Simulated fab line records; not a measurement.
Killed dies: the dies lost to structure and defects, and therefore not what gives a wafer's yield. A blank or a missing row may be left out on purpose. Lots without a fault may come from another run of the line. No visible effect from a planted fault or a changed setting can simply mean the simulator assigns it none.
Problem report, 8D (eight disciplines) form, completed by code -- flow sky130 -- the parts of the form that need people (team, actions taken, sign-off) are left out

1. WHAT IS WRONG
LDD_HVN_TW at SKY_LDD_HVN_TW_MEAS_10 reads a mean of 1178 on 6 wafers of 2 lots; wafers without a fault read 1455 with a standard deviation of 7.2. That is -39 standard deviations from the usual mean.
First seen on wafer L863.2, day 24 16:48, on film_metro-03. The record holds 36 wafers of 12 lots with a number at this step. By rule, "out" or "out of limits" means more than 4 standard deviations away from the usual mean. The other wafers with a number count as sound.

2. WHAT IT IS, WHAT IT ISN'T
question,is,is not
which readings at this step,LDD_HVN_TW,-
which lots,"L863, L864","L852, L853, L854, L860, L866, L867, L871, L872, L873, L874"
which wafers of those lots,all that have a number,-
read on which gauges,film_metro-03,"film_metro-02, film_metro-04"
when,from day 24 16:48,"up to then (12 sound wafers); but 18 sound wafers of L866, L867, L871, L872, L873, L874 came after"

3. SUSPECTS, AND WHAT RULES EACH OUT
Counting: a tool at any process step up to the reading remains a suspect when it ran all the lots that are out and ran no sound lot after the first of those.
- ruled out: the gauge at SKY_LDD_HVN_TW_MEAS_10. All the wafers that are out were read on film_metro-03, but those of them that SKY_LDD_HVN_IMPLANT_08 has rows for are out there too, on other tools.
- plasma_asher-03 at SKY_POLY_GATE_STRIP_18 (strips in O2/N2): ruled out as a lasting fault. Following L863 (day 20 20:06), the first lot on it that is out, the sound lots L873, L874 were run on it.
- implanter-04 at SKY_LDD_HVN_IMPLANT_08: kept. All lots that are out passed through it, beginning with L863 at day 24 16:34, and no sound lot followed; its final sound lot before that point was L852 at day 20 18:08. On those wafers its own readings are out: dose_ions_cm2, faraday_current_uA.
Left after counting: implanter-04 at SKY_LDD_HVN_IMPLANT_08.

4. THE CAUSE (what the simulator had put in)
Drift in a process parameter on implanter-04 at SKY_LDD_HVN_IMPLANT_08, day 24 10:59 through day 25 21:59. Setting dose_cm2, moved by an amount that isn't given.
Counting left only this tool.

5. THE EFFECT CHAIN, in route order
Rows list readings where the struck wafers' mean (over those with a number) sits beyond 3 standard deviations from the usual. Only readings for which the record gives a usual standard deviation are gone through. hours: the time from each lot's start at the first step in this table that gives one to its start at this step, as a median over the lots. sigmas: the change in usual standard deviations.
hours,step,reading,usual,on struck wafers,change,sigmas
0,SKY_LDD_HVN_IMPLANT_08,dose_ions_cm2,2.999e+13,1.552e+13,-1.447e+13,-99 or more
0,SKY_LDD_HVN_IMPLANT_08,faraday_current_uA,169,86,-83,-21
0,SKY_LDD_HVN_TW_MEAS_10,LDD_HVN_TW,1455,1178,-277,-39
Process steps it contains:
- SKY_LDD_HVN_IMPLANT_08

6. HOW IT WOULD HAVE BEEN CAUGHT EARLIER
In this record the first reading out of limits at a measuring or inspecting step was taken at day 24 16:48, 6 hours after the fault began at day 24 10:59.
At SKY_LDD_HVN_IMPLANT_08, the tool's own readings (dose_ions_cm2, faraday_current_uA) were out on each struck wafer the step has a row for, so an alarm limit on them would have fired on the first such wafer.
Among the 2 lots that are out, L864 began SKY_LDD_HVN_IMPLANT_08 on implanter-04 after day 24 16:48. It would have been spared by a hold on the tool at that moment.
